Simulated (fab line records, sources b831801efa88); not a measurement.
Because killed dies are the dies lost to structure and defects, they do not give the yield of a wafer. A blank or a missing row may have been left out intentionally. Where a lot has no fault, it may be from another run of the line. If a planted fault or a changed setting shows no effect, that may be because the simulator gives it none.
fab line records	flow gf180mcu
record lots=6	wafers=17	last-day=34
route steps=602 shown CONTACT@305 M1@315
lots untouched by any fault: they come from a run of this same line in which no faults occurred
start-h: the number of hours between the record's first day and the start of the first shown wafer of the lot	wait-h: hours from the lot's prior step to this one	" identical to the entry in the row above	L1.1+2: one row covering several wafers at once	- no value, or no start was given	* or withheld: withheld	< > ~ a bound
route shown NAME@n: names a module that has steps shown in the file, with the first one's number in the route	usual: mean and standard deviation over wafers with no fault	same: alike in all rows	chamber/n: place in a boat	sites: each site's reading	_std_site: their standard deviation	_edge_site: outer sites' mean less inner sites'	radius-mm: how far each site lies from the wafer's centre	mask NAME#n: copy n	behind: the tool/chamber that last shaped the wafer	hold: cause of the lot's hold/its duration in hours/its outcome	device: the transistor (n, p or np) that didn't switch	end of line: the route-end tests of the same wafers	step lacking rows: just its recipe	killed: dies that structure and defects cost at the first sort, which is not the same as the wafer's yield	map: shows each die of a wafer: x if killed, . if not, _ if none is there
set.NAME: the setting as run; set.NAME@STEP: as run at that earlier step	model.NAME: the simulator's own value behind a step, which no gauge read
lots at selected steps of the route; one table per step, one row per wafer
services: a tool's chamber out of use, with start hour (start-h, from the record's first day; less than 0 if before it), hours out, and reason
## steps
# step GF_CONTACT_STRIP_18
# recipe chemistry=O2/N2	power-w=1400	pressure-mtorr=1500	platen-temp-c=250	o2-flow-sccm=3000	n2-flow-sccm=300	overash-fraction=0.5
# usual drypump-motor-current-A=5.6/0.62	heater-power-w=332/30	o2-flow-sccm=3001/8.9	oes-product-au=0.579/0.0048
lot.wafer	tool	chamber	start-h	wait-h	drypump-motor-current-A	heater-power-w	o2-flow-sccm	oes-product-au	rf-hours-counter-h
L209.1	plasma-asher-02	0	358.32	-	6.3	323	3002	0.582	70
L209.4	"	1	"	"	4.9	300	2999	0.581	-
L209.6	"	0	"	"	6.3	323	3006	0.578	-
L218.1	plasma-asher-04	1	437.55	-	5.0	372	2993	0.576	30
L218.3	"	0	"	"	6.3	327	2999	0.577	-
L221.2	plasma-asher-02	0	471.67	-	6.3	303	3000	0.583	4
L221.3	"	0	"	"	6.3	307	3005	0.579	-
L221.4	"	1	"	"	4.9	309	2993	0.584	-
L227.1	plasma-asher-04	1	517.22	-	5.0	370	2993	0.587	38
L227.5	"	1	"	"	5.0	374	2992	0.578	-
L227.6	"	0	"	"	6.3	328	3009	0.579	-
L228.1	plasma-asher-02	1	525.97	-	4.9	307	3001	0.575	10
L228.5	"	0	"	"	6.3	303	2993	0.579	-
L228.6	"	1	"	"	4.9	313	3002	0.571	-
L232.2	plasma-asher-02	0	553.27	-	6.3	302	3003	0.579	13
L232.3	"	0	"	"	6.3	309	3008	0.585	-
L232.4	"	1	"	"	4.9	310	2993	0.588	-
# step GF_CONTACT_CLEAN_19
# recipe chemistry=SPM
# step GF_CONTACT_CLEAN_20
# recipe chemistry=DIW
# step GF_CONTACT_CLEAN_21
# recipe chemistry=dHF	time-s=20	dilution=100:1	dry=ipa-marangoni
# step GF_CONTACT_SPUTTER_22
# recipe material=Ti	target-thk-nm=15	chamber-pressure-pa=5	power-w=2500	substrate-temp-c=200	time-s=80.02
# usual throttle-valve-pct=30.0/1
lot.wafer	tool	chamber	start-h	wait-h	throttle-valve-pct
L209.1	pvd-sputter-01	-	358.62	0.0	30.9
L209.4	"	-	"	"	29.0
L209.6	"	-	"	"	29.2
L218.1	pvd-sputter-02	-	437.85	0.0	29.5
L218.3	"	-	"	"	31.6
L221.2	pvd-sputter-02	-	471.96	0.0	29.7
L221.3	"	-	"	"	31.1
L221.4	"	-	"	"	31.4
L227.1	pvd-sputter-01	-	517.52	0.0	28.8
L227.5	"	-	"	"	28.7
L227.6	"	-	"	"	30.8
L228.1	pvd-sputter-02	-	526.27	0.0	29.7
L228.5	"	-	"	"	29.8
L228.6	"	-	"	"	31.5
L232.2	pvd-sputter-02	-	553.57	0.0	30.1
L232.3	"	-	"	"	31.4
L232.4	"	-	"	"	29.6
# step GF_CONTACT_SPUTTER_23
# recipe material=TiN	target-thk-nm=10	chamber-pressure-pa=5	power-w=4000	time-s=40
# usual throttle-valve-pct=30.0/1
lot.wafer	tool	chamber	start-h	wait-h	throttle-valve-pct
L209.1	pvd-sputter-01	-	358.68	0.0	30.8
L209.4	"	-	"	"	29.1
L209.6	"	-	"	"	29.0
L218.1	pvd-sputter-02	-	437.91	0.0	29.4
L218.3	"	-	"	"	31.5
L221.2	pvd-sputter-02	-	472.02	0.0	29.9
L221.3	"	-	"	"	31.4
L221.4	"	-	"	"	31.4
L227.1	pvd-sputter-01	-	517.58	0.0	29.0
L227.5	"	-	"	"	29.0
L227.6	"	-	"	"	30.7
L228.1	pvd-sputter-02	-	526.33	0.0	29.7
L228.5	"	-	"	"	29.6
L228.6	"	-	"	"	31.5
L232.2	pvd-sputter-02	-	553.63	0.0	29.8
L232.3	"	-	"	"	31.7
L232.4	"	-	"	"	29.8
# step GF_CONTACT_CVD_24
# recipe material=W	target-thk-nm=300	time-s=90.339	temp-c=400	pressure-torr=40
# step GF_CONTACT_RS_MEAS_25
# recipe thk-meas-gauge=four-point-probe	reads=W_of_CONTACT_CVD_24+TiN_of_CONTACT_SPUTTER_23+Ti_of_CONTACT_SPUTTER_22
# usual CONTACT_W_RS=0.384/0.0039
lot.wafer	tool	chamber	start-h	wait-h	CONTACT_W_RS[ohm/sq]
L209.1	film-metro-03	-	358.82	0.1	0.386
L209.4	"	-	"	"	0.380
L209.6	"	-	"	"	0.380
L218.1	film-metro-03	-	438.05	0.1	0.384
L218.3	"	-	"	"	0.386
L221.2	film-metro-03	-	472.18	0.1	0.382
L221.3	"	-	"	"	0.384
L221.4	"	-	"	"	0.384
L227.1	film-metro-01	-	517.72	0.1	0.386
L227.5	"	-	"	"	0.377
L227.6	"	-	"	"	0.386
L228.1	film-metro-03	-	526.47	0.1	0.383
L228.5	"	-	"	"	0.385
L228.6	"	-	"	"	0.380
L232.2	film-metro-01	-	553.79	0.1	0.388
L232.3	"	-	"	"	0.387
L232.4	"	-	"	"	0.388
# step GF_CONTACT_THK_MEAS_26
# recipe thk-meas-gauge=xrf	reads=W_of_CONTACT_CVD_24
# usual CONTACT_W_THK=295/4.5
lot.wafer	tool	chamber	start-h	wait-h	CONTACT_W_THK[nm]
L209.1	film-metro-03	-	358.94	0.1	292
L209.4	"	-	"	"	298
L209.6	"	-	"	"	297
L218.1	film-metro-03	-	438.17	0.1	294
L218.3	"	-	"	"	292
L221.2	film-metro-03	-	472.29	0.1	295
L221.3	"	-	"	"	295
L221.4	"	-	"	"	294
L227.1	film-metro-01	-	517.84	0.1	293
L227.5	"	-	"	"	300
L227.6	"	-	"	"	293
L228.1	film-metro-03	-	526.59	0.1	295
L228.5	"	-	"	"	293
L228.6	"	-	"	"	297
L232.2	film-metro-01	-	553.90	0.1	293
L232.3	"	-	"	"	293
L232.4	"	-	"	"	294
# step GF_CONTACT_CMP_27
# recipe stop-on=SiO2	down-force-psi=3.5	platen-rpm=60	t-overpolish-s=15	target-thk-nm=0	pad-velocity-m-s=0.94248
# step GF_M1_SPUTTER_00
# recipe material=Ti	target-thk-nm=37.5	arriving-ion-energy-ev=80	substrate-temp-c=200	chamber-pressure-pa=2	power-w=4000	time-s=150
# step GF_M1_SPUTTER_01
# recipe material=TiN	target-thk-nm=30	power-w=6500	time-s=25	chamber-pressure-pa=0.4
# usual throttle-valve-pct=29.8/0.89
lot.wafer	tool	chamber	start-h	wait-h	throttle-valve-pct
L209.1	pvd-sputter-04	-	359.40	0.1	29.8
L209.4	"	-	"	"	31.0
L209.6	"	-	"	"	29.9
L218.1	pvd-sputter-04	-	438.63	0.1	28.3
L218.3	"	-	"	"	30.0
L221.2	pvd-sputter-04	-	473.93	0.1	29.6
L221.3	"	-	"	"	29.1
L221.4	"	-	"	"	30.6
L227.1	pvd-sputter-01	-	518.30	0.1	29.1
L227.5	"	-	"	"	29.1
L227.6	"	-	"	"	29.2
L228.1	pvd-sputter-03	-	527.05	0.1	30.6
L228.5	"	-	"	"	30.5
L228.6	"	-	"	"	30.9
L232.2	pvd-sputter-01	-	554.35	0.1	28.8
L232.3	"	-	"	"	28.8
L232.4	"	-	"	"	30.9
# step GF_M1_SPUTTER_02
# recipe material=AlCu	target-thk-nm=450	power-w=10600	time-s=23.9	chamber-pressure-pa=0.4
# usual throttle-valve-pct=29.8/0.86
lot.wafer	tool	chamber	start-h	wait-h	throttle-valve-pct	model.AlCu_of_M1_SPUTTER_02.thk-nm
L209.1	pvd-sputter-04	-	359.43	0.0	29.9	452.8
L209.4	"	-	"	"	31.0	451.9
L209.6	"	-	"	"	29.8	454.5
L218.1	pvd-sputter-04	-	438.66	0.0	28.5	653.7
L218.3	"	-	"	"	29.9	456
L221.2	pvd-sputter-04	-	473.96	0.0	30.0	451.8
L221.3	"	-	"	"	29.4	452.9
L221.4	"	-	"	"	30.9	649.7
L227.1	pvd-sputter-01	-	518.33	0.0	28.9	450.2
L227.5	"	-	"	"	29.0	451.2
L227.6	"	-	"	"	29.2	455.4
L228.1	pvd-sputter-03	-	527.08	0.0	31.0	459.6
L228.5	"	-	"	"	30.6	460.6
L228.6	"	-	"	"	31.0	457.6
L232.2	pvd-sputter-01	-	554.38	0.0	28.8	448.7
L232.3	"	-	"	"	29.0	445.5
L232.4	"	-	"	"	30.9	445.7
# step GF_M1_SPUTTER_03
# recipe material=Ti	target-thk-nm=10	substrate-temp-c=300	chamber-pressure-pa=0.3	power-w=3000	time-s=6.7
# step GF_M1_SPUTTER_04
# recipe material=TiN	target-thk-nm=50	power-w=6500	time-s=41.7	chamber-pressure-pa=0.4
# usual throttle-valve-pct=29.8/0.89
lot.wafer	tool	chamber	start-h	wait-h	throttle-valve-pct
L209.1	pvd-sputter-04	-	359.48	0.0	29.9
L209.4	"	-	"	"	30.7
L209.6	"	-	"	"	29.7
L218.1	pvd-sputter-04	-	438.71	0.0	28.2
L218.3	"	-	"	"	30.0
L221.2	pvd-sputter-04	-	474.01	0.0	30.0
L221.3	"	-	"	"	29.2
L221.4	"	-	"	"	31.0
L227.1	pvd-sputter-01	-	518.38	0.0	29.1
L227.5	"	-	"	"	28.9
L227.6	"	-	"	"	28.7
L228.1	pvd-sputter-03	-	527.13	0.0	30.9
L228.5	"	-	"	"	30.6
L228.6	"	-	"	"	30.6
L232.2	pvd-sputter-01	-	554.43	0.0	28.8
L232.3	"	-	"	"	28.9
L232.4	"	-	"	"	31.0
# step GF_M1_RS_MEAS_05
# recipe thk-meas-gauge=four-point-probe	reads=TiN_of_M1_SPUTTER_04+Ti_of_M1_SPUTTER_03+AlCu_of_M1_SPUTTER_02+TiN_of_M1_SPUTTER_01+Ti_of_M1_SPUTTER_00
# usual M1_ALCU_RS=0.0689/0.00063
lot.wafer	tool	chamber	start-h	wait-h	M1_ALCU_RS[ohm/sq]
L209.1	film-metro-04	-	359.52	0.0	0.0692
L209.4	"	-	"	"	0.0692
L209.6	"	-	"	"	0.0688
L218.1	film-metro-04	-	438.75	0.0	0.0477
L218.3	"	-	"	"	0.0686
L221.2	film-metro-02	-	474.07	0.0	0.0691
L221.3	"	-	"	"	0.0690
L221.4	"	-	"	"	0.0480
L227.1	film-metro-04	-	518.42	0.0	0.0696
L227.5	"	-	"	"	0.0692
L227.6	"	-	"	"	0.0687
L228.1	film-metro-02	-	527.17	0.0	0.0679
L228.5	"	-	"	"	0.0677
L228.6	"	-	"	"	0.0684
L232.2	film-metro-03	-	554.49	0.0	0.0699
L232.3	"	-	"	"	0.0702
L232.4	"	-	"	"	0.0702
# step GF_M1_THK_MEAS_06
# recipe thk-meas-gauge=xrf	reads=AlCu_of_M1_SPUTTER_02
# usual M1_ALCU_THK=461/6.3
lot.wafer	tool	chamber	start-h	wait-h	M1_ALCU_THK[nm]
L209.1	film-metro-04	-	359.64	0.1	462
L209.4	"	-	"	"	463
L209.6	"	-	"	"	464
L218.1	film-metro-04	-	438.87	0.1	664
L218.3	"	-	"	"	465
L221.2	film-metro-02	-	474.18	0.1	464
L221.3	"	-	"	"	463
L221.4	"	-	"	"	664
L227.1	film-metro-04	-	518.54	0.1	454
L227.5	"	-	"	"	455
L227.6	"	-	"	"	460
L228.1	film-metro-02	-	527.29	0.1	472
L228.5	"	-	"	"	475
L228.6	"	-	"	"	472
L232.2	film-metro-03	-	554.60	0.1	450
L232.3	"	-	"	"	448
L232.4	"	-	"	"	447
# step GF_M1_DEHYDRATE_07
# recipe temp-c=200	time-s=60
## services
tool	chamber	start-h	hours	kind
pvd-sputter-03	-	353.72	4.5	repair
pvd-sputter-04	-	374.28	3.4	repair
pvd-sputter-04	-	375.67	7.1	repair
pvd-sputter-03	-	377.26	0.9	repair
pvd-sputter-02	-	402.21	1.3	repair
pvd-sputter-01	0	420.61	-	consumable-replace:kit
pvd-sputter-01	0	420.61	18.0	scheduled-down
pvd-sputter-01	0	420.61	18.0	vent-cycle
pvd-sputter-03	-	421.23	1.8	repair
plasma-asher-02	-	421.25	9.0	pm
plasma-asher-02	0	421.25	9.0	vent-cycle
plasma-asher-02	1	421.25	9.0	vent-cycle
plasma-asher-02	0	430.25	-	clean
plasma-asher-02	1	430.25	-	clean
pvd-sputter-01	-	471.88	3.3	repair
plasma-asher-02	-	475.84	4.0	pm
plasma-asher-04	-	476.43	7.6	repair
pvd-sputter-01	-	509.47	1.0	repair
pvd-sputter-03	3	525.30	-	consumable-replace:kit
pvd-sputter-03	3	525.30	18.0	scheduled-down
pvd-sputter-03	3	525.30	18.0	vent-cycle
pvd-sputter-02	3	548.99	-	consumable-replace:kit
pvd-sputter-02	3	548.99	18.0	scheduled-down
pvd-sputter-02	3	548.99	18.0	vent-cycle
## key
first-sign step=GF_M1_RS_MEAS_05	reading=M1_ALCU_RS	direction=down	sigmas=33	usual=0.0689	struck=0.0479
effect step=GF_M1_THK_MEAS_06	reading=M1_ALCU_THK	direction=up	sigmas=32	usual=461	struck=664
model-effect step=GF_M1_SPUTTER_02	value=AlCu_of_M1_SPUTTER_02.thk-nm	without=457.9	struck=651.7
met-at GF_M1_SPUTTER_02
struck-wafers L218.1,L221.4
later-rows-left-out L218.1
sort-left-out L218.1,L221.4
onset-between 359.43 438.66
fault kind=process-parameter-drift	tool=pvd-sputter-04	chamber=-	onset-h=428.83	steps=GF_M1_SPUTTER_02	channel=target-thk-nm	offset=193.8	shape=step	end-h=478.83	scope=struck-wafers-only	acts-in=these-recipes-only	stated=450
# sort-left-out: the simulated sort isn't trusted on such a fault, so these wafers' sort isn't shown, and their yield isn't known
# later-rows-left-out: the simulator's readings of these wafers behind a module that went badly wrong aren't trusted and aren't shown, but for the sort
